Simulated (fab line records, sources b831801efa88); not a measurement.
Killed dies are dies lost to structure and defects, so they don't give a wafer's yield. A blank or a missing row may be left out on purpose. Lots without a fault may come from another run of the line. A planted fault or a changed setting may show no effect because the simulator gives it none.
A struck lot beside a sound one | flow sky130 | 15 steps out of a route of 708
Sound: wafers L179.2, L179.4, L179.6. Struck: wafers L185.1, L185.3, L185.6. The cause comes at the end.
At each step with rows: each side's tool, then ch and its chambers, then its first start. Under that, the readings that differ: sound wafers | struck wafers | difference of the means | sigmas: that difference in standard deviations of wafers without a fault.
alike: readings whose means differ by less than 2 such deviations, and words and numbers that are the same on both sides. not compared: withheld readings, readings that some wafer has no value for, bounds like >300 that may hide the same value, and numbers for which the record gives no deviation and whose values overlap.
The two part at a step that has a row with sigmas, a row that says differs or no value, or rows on one side only. Numbers that don't overlap but have no deviation are shown without sigmas and don't part them. A reading that every wafer of one side lacks parts them only if that side has two wafers or more.

first, 5 steps without rows for these wafers: SKY_SONOS_TUNNEL_COAT_02 (resist thk 1140 nm); SKY_SONOS_TUNNEL_SOFTBAKE_03 (time 60 s); SKY_SONOS_TUNNEL_EXPOSE_04 (exposes mask TUNM, target cd 410 nm); SKY_SONOS_TUNNEL_PEB_05; SKY_SONOS_TUNNEL_DEVELOP_06 (develop time 60 s).
SKY_SONOS_TUNNEL_CD_MEAS_07: target cd 410 nm.
  sound on cd_sem-02, day 15 01:56; struck on cd_sem-02, day 16 16:46
  alike: cd_nm
SKY_SONOS_TUNNEL_OVL_MEAS_08:
  sound on overlay-01, day 15 02:02; struck on overlay-02, day 16 16:53
  alike: SONOS_TUNNEL_OVL
then, 3 steps without rows for these wafers: SKY_SONOS_TUNNEL_IMPLANT_09; SKY_SONOS_TUNNEL_WET_ETCH_10 (etches SiO2 in dHF, target depth 14 nm, time 280 s); SKY_SONOS_TUNNEL_STRIP_11 (strips in SPM, time 600 s).
SKY_SONOS_TUNNEL_TW_MEAS_12:
  sound on film_metro-02, day 15 02:29; struck on film_metro-01, day 16 17:20
  alike: SONOS_TUNNEL_TW
then, 1 step without rows for these wafers: SKY_SONOS_TUNNEL_CLEAN_13 (cleans in dHF, time 20 s).
SKY_SONOS_ONO_OXIDATION_00: stabilise 600 s, purge 300 s, target thk 2.6 nm.
  sound on furnace-01 ch 0, day 15 02:33; struck on furnace-01 ch 0, day 16 17:25
  reading                                          | sound                | struck              | difference | sigmas
  spike_tc_bottom_C (C)                            | 817 819 818          | 827 827 826         | +9         | +2
  spike_tc_centre_C (C)                            | 800.2 800.3 798.3    | 807.8 809.5 808.8   | +9.1       | +7
  spike_tc_lower_C (C)                             | 801.7 800.5 804.0    | 811.2 811.5 809.4   | +8.6       | +6
  spike_tc_upper_C (C)                             | 797.9 798.3 799.2    | 806.2 805.7 805.5   | +7.3       | +5
  tube_center_temp_C (C)                           | 799.96 799.95 799.83 | 807.6 807.72 807.67 | +7.7       | +99 or more
  tube_center_temp_C_max                           | 802.4 802.4 801.9    | 810.3 809.9 809.8   | +7.8       | +24
  model.SiO2_of_SONOS_ONO_OXIDATION_00.thk_nm (nm) | 2.643 2.599 2.634    | 2.941 2.933 2.912   | +0.303     |
  alike: zone_power_upper_pct
SKY_SONOS_ONO_THK_MEAS_01:
  sound on film_metro-04, day 15 03:55; struck on film_metro-04, day 16 18:59
  reading                      | sound          | struck         | difference | sigmas
  SONOS_ONO_OXIDATION_THK (nm) | 2.66 2.63 2.69 | 2.98 2.94 2.91 | +0.28      | +5
  not compared: hold
-- the record jumps here: 33 days lie between the struck wafers' starts before and after (it left off in module SONOS_ONO and takes up again in module PAD_OPEN, whose first step shown is number 708 of the route) --
SKY_PAD_OPEN_PROBE_99:
  sound on prober-01, day 48 14:47; struck on prober-02, day 49 19:07
  reading                               | sound                   | struck                  | difference | sigmas
  killed_short                          | 34 31 29                | 42 35 55                | +13        | +2
  model.etest.sonos_erased.drive_ua_um  | 175.2 213.3 174.2       | 156.4 153.9 163.4       | -29.7      |
  model.etest.cap_ono.gate_log10_a_cm2  | -7.879 -7.826 -7.883    | -8.4 -8.694 -8.491      | -0.7       |
  model.etest.cap_ono.tox_acc_nm (nm)   | 12.91 12.86 12.82       | 13.3 13.4 13.29         | +0.5       |
  model.etest.sonos_erased.vt_v (V)     | -2.262 -2.317 -2.263    | -1.921 -1.871 -1.946    | +0.368     |
  model.etest.sonos_baked.vt_less_v (V) | -0.4733 -0.5205 -0.4828 | -0.3405 -0.4077 -0.3751 | +0.1178    |
  alike: killed_at_M0_to_M3, killed_at_M4_up, killed_at_contacts, killed_at_front_end, killed_at_other, killed_dies, killed_open

WHERE THEY PART
First at SKY_SONOS_ONO_OXIDATION_00; last, within this record, at SKY_PAD_OPEN_PROBE_99.

WHY: what the simulator had put in
Process parameter drift: furnace-01, from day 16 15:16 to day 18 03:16, at SKY_SONOS_ONO_OXIDATION_00. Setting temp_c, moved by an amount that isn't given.
